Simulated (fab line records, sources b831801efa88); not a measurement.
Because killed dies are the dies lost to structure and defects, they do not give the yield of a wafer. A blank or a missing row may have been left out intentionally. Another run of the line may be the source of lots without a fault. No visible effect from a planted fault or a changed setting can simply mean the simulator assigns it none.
fab line records	flow sky130	part 1 of 2: steps 1 to 28 of 41
record: lots: 5	wafers: 15	last_day: 50
route steps=708 shown CAP2M@615 METAL4@621 VIA4@639
lots with no fault: from the same line, run without faults
start_h: hours from the record's first day to the start of the lot's first wafer shown	wait_h: hours since the lot's step before	" same as the row above	L1.1+2: a row that stands for several wafers	- no value, or no start was given	* or withheld: withheld	< > ~ a bound
route shown NAME@n: NAME is a module with steps in the file, n the number in the route of the first one	usual: average and standard deviation across the fault-free wafers	same: alike in all rows	chamber/n: place in a boat	sites: each site's reading	_std_site: standard deviation of those values	_edge_site: mean of outer sites minus mean of inner sites	radius_mm: how far each site lies from the wafer's centre	mask NAME#n: copy n	behind: the last tool/chamber to shape the wafer	hold: reason for holding the lot/hours on hold/outcome of the hold	device: transistor that didn't switch, given as n, p or np	end of line: the tests these same wafers got at the end of their route	a step given without rows: its recipe and nothing more	killed: the dies lost at the first sort to structure and to defects; this is not the yield of the wafer	map: a wafer's dies, x killed, . not, _ none there
set.NAME: the setting that was run; set.NAME@STEP: the one run at that earlier step	model.NAME: the simulator's own value behind a step, which no gauge read
certain route steps with their lots: each step a table, each wafer a row
services: a tool's chamber out of use, with start hour (start_h, from the record's first day; less than 0 if before it), hours out, and reason
== steps ==
step: SKY_CAP2M_OVL_MEAS_12
usual: CAP2M_OVL: -1.1/1.5
lot.wafer	tool	chamber	start_h	wait_h	CAP2M_OVL[nm]
L079.2	overlay-02	-	990.07	0.1	-1.0
L079.4	"	-	"	"	-2.9
L079.5	"	-	"	"	-2.0
L082.4	overlay-01	-	1006.33	0.1	-4.2
L082.5	"	-	"	"	-3.0
L082.6	"	-	"	"	-1.6
L087.2	overlay-01	-	1041.48	0.1	-0.3
L087.3	"	-	"	"	2.2
L087.5	"	-	"	"	-0.9
L088.1	overlay-01	-	1048.71	0.1	-0.6
L088.2	"	-	"	"	-0.5
L088.3	"	-	"	"	-0.3
L093.1	overlay-01	-	1109.21	0.1	-1.8
L093.3	"	-	"	"	-1.5
L093.5	"	-	"	"	-1.9
step: SKY_CAP2M_METAL_ETCH_13
recipe: target_depth_nm: 220	stop_on: SiO2	chemistry: Cl2/BCl3	target: TiN	pressure_mtorr: 10	icp_w: 900	bias_w: 48.5	Cl2_flow_sccm: 60	bcl3_flow_sccm: 30	time_s: 62.9
usual: bcl3_flow_sccm: 30.00/0.091	drypump_motor_current_A: 5.5/0.54	oes_product_au: 0.942/0.0078	throttle_valve_pct: 21.899/0.0099
lot.wafer	tool	chamber	start_h	wait_h	bcl3_flow_sccm	drypump_motor_current_A	oes_product_au	rf_hours_counter_h	throttle_valve_pct
L079.2	rie_metal-02	1	990.10	0.0	29.89	5.8	0.920	17	21.918
L079.4	"	0	"	"	30.09	6.5	0.947	-	21.905
L079.5	"	0	"	"	30.01	6.5	0.935	-	21.900
L082.4	rie_metal-02	1	1006.37	0.0	29.95	5.8	0.948	-	21.882
L082.5	"	0	"	"	29.97	6.5	0.944	-	21.890
L082.6	"	1	"	"	29.89	5.8	0.953	-	21.895
L087.2	rie_metal-04	0	1041.54	0.0	30.03	5.0	0.933	-	21.912
L087.3	"	0	"	"	30.04	4.9	0.945	-	21.889
L087.5	"	0	"	"	30.08	5.0	0.947	-	21.902
L088.1	rie_metal-04	0	1048.75	0.0	30.03	4.9	0.944	22	21.903
L088.2	"	1	"	"	29.88	5.2	0.948	0	21.879
L088.3	"	0	"	"	29.95	5.0	0.941	-	21.904
L093.1	rie_metal-04	1	1109.25	0.0	29.97	5.2	0.940	5	21.900
L093.3	"	1	"	"	29.96	5.2	0.927	-	21.908
L093.5	"	1	"	"	29.96	5.2	0.941	-	21.900
step: SKY_CAP2M_STRIP_14
recipe: chemistry: O2/N2	power_w: 1400	pressure_mtorr: 1500	platen_temp_c: withheld	o2_flow_sccm: 3000	n2_flow_sccm: 300	overash_fraction: 0.5
usual: drypump_motor_current_A: 5.6/0.39	oes_product_au: 0.710/0.005	strip_time_to_endpoint_s: 12.65/0.045
lot.wafer	tool	chamber	start_h	wait_h	drypump_motor_current_A	oes_product_au	rf_hours_counter_h	strip_time_to_endpoint_s
L079.2	plasma_asher-04	0	990.18	0.1	6.0	0.707	19	12.62
L079.4	"	0	"	"	6.0	0.712	-	12.60
L079.5	"	1	"	"	5.8	0.711	-	12.60
L082.4	plasma_asher-01	0	1006.46	0.1	5.0	0.704	-	12.70
L082.5	"	1	"	"	5.8	0.701	-	12.65
L082.6	"	0	"	"	5.0	0.712	-	12.73
L087.2	plasma_asher-04	0	1041.67	0.1	6.0	0.711	24	12.69
L087.3	"	0	"	"	6.0	0.702	-	12.67
L087.5	"	0	"	"	6.0	0.703	-	12.68
L088.1	plasma_asher-03	1	1048.83	0.1	5.7	0.714	64	12.66
L088.2	"	0	"	"	5.0	0.714	64	12.66
L088.3	"	0	"	"	5.1	0.704	-	12.65
L093.1	plasma_asher-03	1	1109.40	0.1	5.7	0.711	71	12.66
L093.3	"	1	"	"	5.7	0.714	-	12.66
L093.5	"	1	"	"	5.7	0.709	-	12.67
step: SKY_CAP2M_STRIP_15
recipe: chemistry: post_etch_residue_remover	time_s: 1200	temp_c: 72.5
lot.wafer	tool	chamber	start_h	wait_h
L079.2+4+5	wet_bench-02	1	990.28	0.1
L082.4+5+6	wet_bench-03	3	1006.53	0.0
L087.2+3+5	wet_bench-02	3	1041.77	0.1
L088.1+2+3	wet_bench-03	0	1048.93	0.1
L093.1+3+5	wet_bench-01	3	1109.55	0.1
step: SKY_CAP2M_CLEAN_16
recipe: chemistry: IPA	time_s: 180	temp_c: 25
lot.wafer	tool	chamber	start_h	wait_h
L079.2+4+5	wet_bench-03	3	990.65	0.0
L082.4+5+6	wet_bench-01	3	1006.87	0.0
L087.2+3+5	wet_bench-02	0	1042.14	0.0
L088.1+2+3	wet_bench-01	3	1049.27	0.0
L093.1+3+5	wet_bench-03	0	1109.89	0.0
step: SKY_CAP2M_CLEAN_17
recipe: chemistry: O3/DIW	dry: n2_spin
lot.wafer	tool	chamber	start_h	wait_h
L079.2+4+5	wet_bench-02	0	990.71	0.0
L082.4+5+6	wet_bench-02	2	1006.93	0.0
L087.2+3+5	wet_bench-02	2	1042.21	0.0
L088.1+2+3	wet_bench-03	0	1049.33	0.0
L093.1+3+5	wet_bench-02	1	1109.95	0.0
step: SKY_METAL4_DEHYDRATE_05
recipe: temp_c: 200	time_s: 60
lot.wafer	tool	chamber	start_h	wait_h
L079.2+4+5	litho_track-01	0	1001.86	11.1
L082.4+5+6	litho_track-04	0	1018.29	11.3
L087.2+3+5	litho_track-01	0	1051.96	9.7
L088.1+2+3	litho_track-01	0	1059.89	10.5
L093.1+3+5	litho_track-04	0	1118.31	8.3
step: SKY_METAL4_HMDS_06
recipe: prime_time_s: 60	prime_temp_c: 120
lot.wafer	tool	chamber	start_h	wait_h
L079.2+4+5	litho_track-01	0	1002.01	0.1
L082.4+5+6	litho_track-04	0	1018.44	0.1
L087.2+3+5	litho_track-01	0	1052.11	0.1
L088.1+2+3	litho_track-01	0	1060.04	0.1
L093.1+3+5	litho_track-04	0	1118.46	0.1
step: SKY_METAL4_COAT_07
recipe: resist: BARC	temp_c: withheld	time_s: withheld	spin_rpm: 3000	resist_thk_nm: 60
lot.wafer	tool	chamber	start_h	wait_h
L079.2+4+5	litho_track-01	0	1002.16	0.1
L082.4+5+6	litho_track-04	0	1018.59	0.1
L087.2+3+5	litho_track-01	0	1052.26	0.1
L088.1+2+3	litho_track-01	0	1060.19	0.1
L093.1+3+5	litho_track-04	0	1118.61	0.1
step: SKY_METAL4_COAT_08
recipe: resist: KrF-thick	spin_rpm: 3000	resist_thk_nm: 1140
lot.wafer	tool	chamber	start_h	wait_h
L079.2+4+5	litho_track-01	0	-	-
L082.4+5+6	litho_track-04	0	-	-
L087.2+3+5	litho_track-01	0	-	-
L088.1+2+3	litho_track-01	0	-	-
L093.1+3+5	litho_track-04	0	-	-
step: SKY_METAL4_SOFTBAKE_09
recipe: temp_c: 100	time_s: 90	resist: KrF-thick
lot.wafer	tool	chamber	start_h	wait_h
L079.2+4+5	litho_track-01	0	-	-
L082.4+5+6	litho_track-04	0	-	-
L087.2+3+5	litho_track-01	0	-	-
L088.1+2+3	litho_track-01	0	-	-
L093.1+3+5	litho_track-04	0	-	-
step: SKY_METAL4_EXPOSE_10
recipe: mask_id: MM4	na: 0.68	source_shape: annular	sigma_inner: 0.4	sigma_outer: 0.8	target_cd_nm: 300	dose_mj: 28
usual: stage_vel_mm_s: 500.08/0.27
lot.wafer	tool	chamber	start_h	wait_h	mask	stage_vel_mm_s
L079.2	krf_scanner-01	0	-	-	MM4#0	500.33
L079.4	"	0	"	"	MM4#0	500.14
L079.5	"	0	"	"	MM4#0	500.17
L082.4	krf_scanner-01	0	-	-	MM4#0	500.31
L082.5	"	0	"	"	MM4#0	500.16
L082.6	"	0	"	"	MM4#0	500.02
L087.2	krf_scanner-02	0	-	-	MM4#0	499.89
L087.3	"	0	"	"	MM4#0	499.59
L087.5	"	0	"	"	MM4#0	500.11
L088.1	krf_scanner-02	0	-	-	MM4#0	500.44
L088.2	"	0	"	"	MM4#0	500.25
L088.3	"	0	"	"	MM4#0	500.50
L093.1	krf_scanner-01	0	-	-	MM4#0	500.03
L093.3	"	0	"	"	MM4#0	499.65
L093.5	"	0	"	"	MM4#0	499.76
step: SKY_METAL4_PEB_11
recipe: peb_temp_c: withheld	peb_time_s: withheld	resist: KrF-thick
lot.wafer	tool	chamber	start_h	wait_h
L079.2+4+5	litho_track-04	0	-	-
L082.4+5+6	litho_track-02	0	-	-
L087.2+3+5	litho_track-01	0	-	-
L088.1+2+3	litho_track-04	0	-	-
L093.1+3+5	litho_track-01	0	-	-
step: SKY_METAL4_DEVELOP_12
recipe: develop_time_s: 60	resist: KrF-thick	dev_temp_c: 21
lot.wafer	tool	chamber	start_h	wait_h
L079.2+4+5	litho_track-04	0	-	-
L082.4+5+6	litho_track-02	0	-	-
L087.2+3+5	litho_track-01	0	-	-
L088.1+2+3	litho_track-04	0	-	-
L093.1+3+5	litho_track-01	0	-	-
step: SKY_METAL4_CD_MEAS_13
recipe: target_cd_nm: 300
usual: cd_nm: 299.9/1.6
lot.wafer	tool	chamber	start_h	wait_h	cd_nm
L079.2	cd_sem-01	-	1014.28	-	301.8
L079.4	"	-	"	"	299.2
L079.5	"	-	"	"	299.7
L082.4	cd_sem-01	-	1030.04	-	299.7
L082.5	"	-	"	"	301.1
L082.6	"	-	"	"	301.1
L087.2	cd_sem-02	-	1063.96	-	300.2
L087.3	"	-	"	"	299.7
L087.5	"	-	"	"	299.3
L088.1	cd_sem-02	-	1071.06	-	298.4
L088.2	"	-	"	"	299.8
L088.3	"	-	"	"	299.7
L093.1	cd_sem-01	-	1129.54	-	295.8
L093.3	"	-	"	"	296.3
L093.5	"	-	"	"	295.2
step: SKY_METAL4_OVL_MEAS_14
usual: METAL4_OVL: 1/5.4
lot.wafer	tool	chamber	start_h	wait_h	METAL4_OVL[nm]
L079.2	overlay-02	-	1014.39	0.1	6
L079.4	"	-	"	"	9
L079.5	"	-	"	"	3
L082.4	overlay-02	-	1030.12	0.1	0
L082.5	"	-	"	"	0
L082.6	"	-	"	"	-5
L087.2	overlay-02	-	1064.07	0.1	1
L087.3	"	-	"	"	-9
L087.5	"	-	"	"	11
L088.1	overlay-02	-	1071.18	0.1	-1
L088.2	"	-	"	"	-4
L088.3	"	-	"	"	5
L093.1	overlay-02	-	1129.66	0.1	-6
L093.3	"	-	"	"	-8
L093.5	"	-	"	"	2
step: SKY_METAL4_DESCUM_15
recipe: chemistry: O2	source_power_w: 150	bias_power_w: 0	pressure_mtorr: 10	temp_c: 40	time_s: 8
usual: drypump_motor_current_A: 5.6/0.48	oes_product_au: 0.998/0.011
lot.wafer	tool	chamber	start_h	wait_h	drypump_motor_current_A	oes_product_au	rf_hours_counter_h
L079.2	rie_metal-01	0	1014.42	0.0	6.1	1.019	19
L079.4	"	1	"	"	5.5	0.988	-
L079.5	"	1	"	"	5.5	0.992	-
L082.4	rie_metal-01	1	1030.15	0.0	5.4	0.990	-
L082.5	"	0	"	"	6.1	1.016	-
L082.6	"	1	"	"	5.5	0.990	-
L087.2	rie_metal-04	0	1064.10	0.0	5.0	1.006	22
L087.3	"	1	"	"	5.2	0.996	-
L087.5	"	1	"	"	5.2	0.994	-
L088.1	rie_metal-04	1	1071.22	0.0	5.2	0.991	2
L088.2	"	0	"	"	4.9	1.012	23
L088.3	"	0	"	"	5.0	1.000	-
L093.1	rie_metal-03	1	1129.70	0.0	6.2	1.011	27
L093.3	"	1	"	"	6.2	1.011	-
L093.5	"	0	"	"	5.1	0.991	-
step: SKY_METAL4_ETCH_16
recipe: chemistry: N2/H2	target: BARC	ion_energy_ev: 200	bias_w: 100	pressure_mtorr: 30	n2_flow_sccm: 100	h2_flow_sccm: 200	icp_w: 500	stop_on: SiO2	time_s: 88.2	target_depth_a: 600
usual: drypump_motor_current_A: 5.6/0.48	oes_product_au: 0.625/0.0047	throttle_valve_pct: 13.204/0.0096
lot.wafer	tool	chamber	start_h	wait_h	drypump_motor_current_A	oes_product_au	rf_hours_counter_h	throttle_valve_pct
L079.2	rie_metal-01	0	1014.46	0.0	6.1	0.627	19	13.194
L079.4	"	1	"	"	5.5	0.627	-	13.206
L079.5	"	1	"	"	5.5	0.629	-	13.215
L082.4	rie_metal-01	1	1030.20	0.0	5.5	0.620	-	13.215
L082.5	"	0	"	"	6.1	0.629	-	13.198
L082.6	"	1	"	"	5.4	0.622	-	13.212
L087.2	rie_metal-04	0	1064.13	0.0	5.0	0.622	22	13.197
L087.3	"	1	"	"	5.2	0.622	-	13.196
L087.5	"	1	"	"	5.2	0.620	-	13.199
L088.1	rie_metal-04	1	1071.25	0.0	5.2	0.627	2	13.227
L088.2	"	0	"	"	5.0	0.621	23	13.215
L088.3	"	0	"	"	5.0	0.621	-	13.206
L093.1	rie_metal-03	1	1129.73	0.0	6.2	0.624	27	13.201
L093.3	"	1	"	"	6.2	0.624	-	13.197
L093.5	"	0	"	"	5.2	0.624	-	13.218
step: SKY_METAL4_ETCH_17
recipe: target: SiO2	stop_on: TiN	chemistry: C4F8/O2/Ar	source_w: 1500	bias_w: 1200	pressure_mtorr: 40	c4f8_flow_sccm: withheld	O2_flow_sccm: 6	Ar_flow_sccm: 300	time_s: 3.9	target_depth_a: 150
usual: oes_product_au: 0.754/0.007
lot.wafer	tool	chamber	start_h	wait_h	oes_product_au	rf_hours_counter_h
L079.2	rie_diel-04	0	1014.59	0.1	0.743	8
L079.4	"	2	"	"	0.746	8
L079.5	"	1	"	"	0.755	-
L082.4	rie_diel-01	1	1030.26	0.0	0.757	8
L082.5	"	2	"	"	0.765	-
L082.6	"	3	"	"	0.764	-
L087.2	rie_diel-04	2	1064.23	0.1	0.758	9
L087.3	"	0	"	"	0.763	10
L087.5	"	1	"	"	0.757	-
L088.1	rie_diel-01	3	1071.35	0.1	0.758	12
L088.2	"	2	"	"	0.754	8
L088.3	"	1	"	"	0.744	9
L093.1	rie_diel-04	0	1129.83	0.1	0.754	11
L093.3	"	1	"	"	0.754	19
L093.5	"	2	"	"	0.747	-
step: SKY_METAL4_METAL_ETCH_18
recipe: target_depth_a: 8450	stop_on: SiO2	over_etch_frac: 0.3	time_s: 183.1	chemistry: Cl2/BCl3	resist_sidewall_deg: 88	pressure_mtorr: 10	icp_w: 900	bias_w: 48.5	Cl2_flow_sccm: 60	bcl3_flow_sccm: 30
usual: bcl3_flow_sccm: 30.01/0.084	drypump_motor_current_A: 5.5/0.47	oes_product_au: 0.865/0.0071	throttle_valve_pct: 22.264/0.0084
same: over_etch_frac: 0.3
lot.wafer	tool	chamber	start_h	wait_h	bcl3_flow_sccm	drypump_motor_current_A	oes_product_au	rf_hours_counter_h	throttle_valve_pct
L079.2	rie_metal-03	0	1014.61	0.0	30.04	5.1	0.874	11	22.270
L079.4	"	1	"	"	30.03	6.1	0.869	-	22.260
L079.5	"	1	"	"	30.01	6.2	0.875	-	22.256
L082.4	rie_metal-03	0	1030.34	0.1	29.89	5.1	0.861	-	22.270
L082.5	"	0	"	"	30.05	5.1	0.851	-	22.265
L082.6	"	1	"	"	30.11	6.2	0.854	-	22.269
L087.2	rie_metal-01	0	1064.24	0.0	29.89	6.1	0.871	22	22.251
L087.3	"	0	"	"	29.81	6.1	0.851	-	22.266
L087.5	"	1	"	"	29.87	5.5	0.860	-	22.268
L088.1	rie_metal-01	0	1071.37	0.0	30.07	6.1	0.871	23	22.254
L088.2	"	1	"	"	29.93	5.5	0.875	24	22.256
L088.3	"	1	"	"	29.95	5.5	0.864	-	22.267
L093.1	rie_metal-01	1	1129.85	0.0	29.98	5.5	0.867	28	22.256
L093.3	"	1	"	"	29.91	5.5	0.872	-	22.269
L093.5	"	0	"	"	29.81	6.1	0.863	-	22.275
step: SKY_METAL4_STRIP_19
recipe: chemistry: O2/N2	power_w: 1400	pressure_mtorr: 1500	platen_temp_c: withheld	o2_flow_sccm: 3000	n2_flow_sccm: 300	overash_fraction: 0.5
usual: drypump_motor_current_A: 5.9/0.35	oes_product_au: 0.503/0.006	strip_time_to_endpoint_s: 6.56/0.098
lot.wafer	tool	chamber	start_h	wait_h	drypump_motor_current_A	oes_product_au	rf_hours_counter_h	strip_time_to_endpoint_s
L079.2	plasma_asher-02	0	1014.79	0.1	6.4	0.516	123	6.66
L079.4	"	0	"	"	6.3	0.504	-	6.50
L079.5	"	0	"	"	6.3	0.505	-	6.51
L082.4	plasma_asher-04	1	1030.49	0.1	5.8	0.509	-	6.65
L082.5	"	1	"	"	5.8	0.514	-	6.68
L082.6	"	0	"	"	6.0	0.498	-	6.48
L087.2	plasma_asher-02	1	1064.42	0.1	5.7	0.504	0	6.55
L087.3	"	1	"	"	5.7	0.495	-	6.55
L087.5	"	1	"	"	5.7	0.512	-	6.68
L088.1	plasma_asher-02	1	1071.55	0.1	5.7	0.497	1	6.40
L088.2	"	0	"	"	6.3	0.509	1	6.62
L088.3	"	0	"	"	6.4	0.506	-	6.63
L093.1	plasma_asher-02	0	1130.02	0.1	6.3	0.505	8	6.63
L093.3	"	1	"	"	5.7	0.506	-	6.62
L093.5	"	1	"	"	5.7	0.502	-	6.44
step: SKY_METAL4_STRIP_20
recipe: chemistry: post_etch_residue_remover	time_s: 1200	temp_c: 72.5
lot.wafer	tool	chamber	start_h	wait_h
L079.2+4+5	wet_bench-02	0	1014.89	0.1
L082.4+5+6	wet_bench-04	0	1030.60	0.1
L087.2+3+5	wet_bench-02	2	1064.52	0.1
L088.1+2+3	wet_bench-04	2	1071.65	0.1
L093.1+3+5	wet_bench-04	1	1130.12	0.1
step: SKY_METAL4_CLEAN_21
recipe: chemistry: IPA	time_s: 180	temp_c: 25
lot.wafer	tool	chamber	start_h	wait_h
L079.2+4+5	wet_bench-01	2	1015.23	0.0
L082.4+5+6	wet_bench-02	0	1030.98	0.0
L087.2+3+5	wet_bench-01	3	1064.90	0.0
L088.1+2+3	wet_bench-01	1	1071.99	0.0
L093.1+3+5	wet_bench-04	2	1130.46	0.0
step: SKY_METAL4_CLEAN_22
recipe: chemistry: O3/DIW	dry: n2_spin
lot.wafer	tool	chamber	start_h	wait_h
L079.2+4+5	wet_bench-04	2	1015.29	0.0
L082.4+5+6	wet_bench-01	0	1031.03	0.0
L087.2+3+5	wet_bench-02	2	1064.95	0.0
L088.1+2+3	wet_bench-01	3	1072.05	0.0
L093.1+3+5	wet_bench-02	3	1130.52	0.0
step: SKY_VIA4_HDPCVD_00
recipe: material: SiO2	target_thk_nm: 1750	sigma_open_frac: 0.3	time_s: 291.7	temp_c: 400	sih4_flow_sccm: 60	pressure_mtorr: 6
usual: sih4_flow_sccm: 60.00/0.2
lot.wafer	tool	chamber	start_h	wait_h	sih4_flow_sccm
L079.2	hdpcvd-02	1	1015.38	0.0	59.72
L079.4	"	0	"	"	60.04
L079.5	"	1	"	"	59.73
L082.4	hdpcvd-02	1	1031.22	0.1	59.72
L082.5	"	0	"	"	59.76
L082.6	"	2	"	"	60.01
L087.2	hdpcvd-02	0	1065.05	0.0	60.31
L087.3	"	1	"	"	60.04
L087.5	"	0	"	"	60.12
L088.1	hdpcvd-02	2	1072.14	0.0	59.83
L088.2	"	1	"	"	59.99
L088.3	"	0	"	"	59.96
L093.1	hdpcvd-01	2	1130.62	0.0	59.79
L093.3	"	0	"	"	60.73
L093.5	"	1	"	"	60.12
step: SKY_VIA4_THK_MEAS_01
recipe: reads: SiO2_of_VIA4_HDPCVD_00
usual: VIA4_HDPCVD_THK: 1754/18
lot.wafer	tool	chamber	start_h	wait_h	VIA4_HDPCVD_THK[nm]
L079.2	film_metro-02	-	1015.57	0.1	1773
L079.4	"	-	"	"	1736
L079.5	"	-	"	"	1740
L082.4	film_metro-03	-	1031.34	0.0	1772
L082.5	"	-	"	"	1724
L082.6	"	-	"	"	1746
L087.2	film_metro-02	-	1065.24	0.1	1752
L087.3	"	-	"	"	1772
L087.5	"	-	"	"	1759
L088.1	film_metro-03	-	1072.32	0.1	1757
L088.2	"	-	"	"	1790
L088.3	"	-	"	"	1767
L093.1	film_metro-03	-	1130.80	0.1	1761
L093.3	"	-	"	"	1759
L093.5	"	-	"	"	1741
step: SKY_VIA4_CMP_02
recipe: material: SiO2	down_force_psi: 4	platen_rpm: 60	pad_velocity_m_s: 0.94248
usual: motor_current_A: 12.5/1.3
lot.wafer	tool	chamber	start_h	wait_h	motor_current_A
L079.2	cmp-02	0	1015.62	0.0	11.5
L079.4	"	1	"	"	10.6
L079.5	"	1	"	"	11.0
L082.4	cmp-02	3	1031.54	0.2	13.0
L082.5	"	0	"	"	11.7
L082.6	"	1	"	"	10.4
L087.3	cmp-01	3	1065.34	0.1	12.3
L087.2	"	0	"	"	13.6
L087.5	"	3	"	"	11.8
L088.1	cmp-02	1	1072.38	0.1	11.0
L088.3	"	3	"	"	12.9
L088.2	"	0	"	"	11.3
L093.3	cmp-02	0	1130.86	0.0	11.7
L093.1	"	2	"	"	14.4
L093.5	"	1	"	"	10.9
step: SKY_VIA4_BOW_MEAS_03
recipe: mode: bow
usual: VIA4_BOW: 78/9.3
lot.wafer	tool	chamber	start_h	wait_h	VIA4_BOW[um]
L079.2	film_metro-03	-	1015.94	0.3	88
L079.4	"	-	"	"	89
L079.5	"	-	"	"	86
L082.4	film_metro-04	-	1031.75	0.2	80
L082.5	"	-	"	"	87
L082.6	"	-	"	"	56
L087.2	film_metro-02	-	1065.61	0.2	87
L087.3	"	-	"	"	78
L087.5	"	-	"	"	76
L088.1	film_metro-04	-	1072.68	0.2	74
L088.2	"	-	"	"	72
L088.3	"	-	"	"	82
L093.1	film_metro-03	-	1131.16	0.1	99
L093.3	"	-	"	"	84
L093.5	"	-	"	"	91
